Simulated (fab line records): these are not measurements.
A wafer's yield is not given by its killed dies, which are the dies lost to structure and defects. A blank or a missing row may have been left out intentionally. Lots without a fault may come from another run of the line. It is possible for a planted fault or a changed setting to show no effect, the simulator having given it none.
Matching of chambers / flow sky130 / 4 sister chambers for SKY_VIA4_ETCH_12 on rieDiel-01
The step etches SiO2 in C4F8/O2/Ar, stops on TiN, target depth 580 nm. 22 wafers are shown with their chamber, then 11 later ones without.

== EACH WAFER AND ITS CHAMBER ==
wafer=L080.2; chamber=3; oesProductAu (a.u.)=0.934; biasW (W)=1195
wafer=L080.3; chamber=2; oesProductAu (a.u.)=0.927; biasW (W)=1202
wafer=L080.4; chamber=0; oesProductAu (a.u.)=0.926; biasW (W)=1196
wafer=L081.1; chamber=1; oesProductAu (a.u.)=0.918; biasW (W)=1198
wafer=L081.3; chamber=2; oesProductAu (a.u.)=0.919; biasW (W)=1195
wafer=L081.5; chamber=3; oesProductAu (a.u.)=0.937; biasW (W)=1201
wafer=L082.4; chamber=2; oesProductAu (a.u.)=0.919; biasW (W)=1195
wafer=L082.5; chamber=0; oesProductAu (a.u.)=0.932; biasW (W)=1203
wafer=L082.6; chamber=1; oesProductAu (a.u.)=0.927; biasW (W)=1201
wafer=L083.2; chamber=2; oesProductAu (a.u.)=0.921; biasW (W)=1207
wafer=L083.4; chamber=0; oesProductAu (a.u.)=0.918; biasW (W)=1199
wafer=L083.6; chamber=1; oesProductAu (a.u.)=0.925; biasW (W)=1199
wafer=L085.1; chamber=0; oesProductAu (a.u.)=0.920; biasW (W)=1203
wafer=L085.3; chamber=3; oesProductAu (a.u.)=0.927; biasW (W)=1201
wafer=L085.5; chamber=1; oesProductAu (a.u.)=0.925; biasW (W)=1207
wafer=L087.4; chamber=0; oesProductAu (a.u.)=0.919; biasW (W)=1195
wafer=L087.5; chamber=2; oesProductAu (a.u.)=0.924; biasW (W)=1201
wafer=L087.6; chamber=1; oesProductAu (a.u.)=0.929; biasW (W)=1205
wafer=L088.1; chamber=0; oesProductAu (a.u.)=0.919; biasW (W)=1201
wafer=L088.3; chamber=3; oesProductAu (a.u.)=0.925; biasW (W)=1202
wafer=L088.6; chamber=2; oesProductAu (a.u.)=0.926; biasW (W)=1203
wafer=L091.1; chamber=2; oesProductAu (a.u.)=0.931; biasW (W)=1201

SIGNATURES (means of the wafers above)
reading=oesProductAu; chamber 0=0.92233; chamber 1=0.92480; chamber 2=0.92386; chamber 3=0.93075; scatter within a chamber=0.00494
reading=biasW; chamber 0=1199.50; chamber 1=1202.00; chamber 2=1200.57; chamber 3=1199.75; scatter within a chamber=3.81
Rule: distance of a wafer from a chamber = root of the sum over the readings of ((wafer's reading minus chamber's mean) / reading's scatter) squared. If the next closest chamber is less than 2 further off than the closest, the wafer can't be placed; otherwise it belongs to the closest. The scatter: the root of (the sum of the squares of (reading less its chamber's mean) over the shown wafers, divided by (wafers less chambers)).

== WAFERS MISSING THEIR CHAMBER ==
wafer=L091.4; oesProductAu (a.u.)=0.928; biasW (W)=1206
wafer=L091.5; oesProductAu (a.u.)=0.921; biasW (W)=1202
wafer=L094.1; oesProductAu (a.u.)=0.920; biasW (W)=1198
wafer=L094.3; oesProductAu (a.u.)=0.931; biasW (W)=1197
wafer=L094.5; oesProductAu (a.u.)=0.926; biasW (W)=1197
wafer=L095.1; oesProductAu (a.u.)=0.929; biasW (W)=1203
wafer=L095.4; oesProductAu (a.u.)=0.928; biasW (W)=1198
wafer=L095.6; oesProductAu (a.u.)=0.923; biasW (W)=1197
wafer=L097.3; oesProductAu (a.u.)=0.924; biasW (W)=1197
wafer=L097.4; oesProductAu (a.u.)=0.925; biasW (W)=1194
wafer=L097.5; oesProductAu (a.u.)=0.927; biasW (W)=1196

== CHAMBER TAKEN BY EACH ==
wafer=L091.4; from the rows above=can't be placed: 1 or 2 or 3 or 0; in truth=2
wafer=L091.5; from the rows above=can't be placed: 2 or 0 or 1 or 3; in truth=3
wafer=L094.1; from the rows above=can't be placed: 0 or 2 or 1 or 3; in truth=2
wafer=L094.3; from the rows above=can't be placed: 3 or 2 or 1 or 0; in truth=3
wafer=L094.5; from the rows above=can't be placed: 0 or 2 or 3 or 1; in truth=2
wafer=L095.1; from the rows above=can't be placed: 1 or 3 or 2 or 0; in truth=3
wafer=L095.4; from the rows above=can't be placed: 3 or 2 or 0 or 1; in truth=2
wafer=L095.6; from the rows above=can't be placed: 0 or 2 or 1 or 3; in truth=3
wafer=L097.3; from the rows above=can't be placed: 0 or 2 or 1 or 3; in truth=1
wafer=L097.4; from the rows above=can't be placed: 0 or 2 or 3 or 1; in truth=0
wafer=L097.5; from the rows above=can't be placed: 3 or 0 or 2 or 1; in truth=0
0 of 11 placed correctly. Unplaceable from these rows: 11, with the true chamber sitting among the candidates in 11. Placed wrongly: 0.
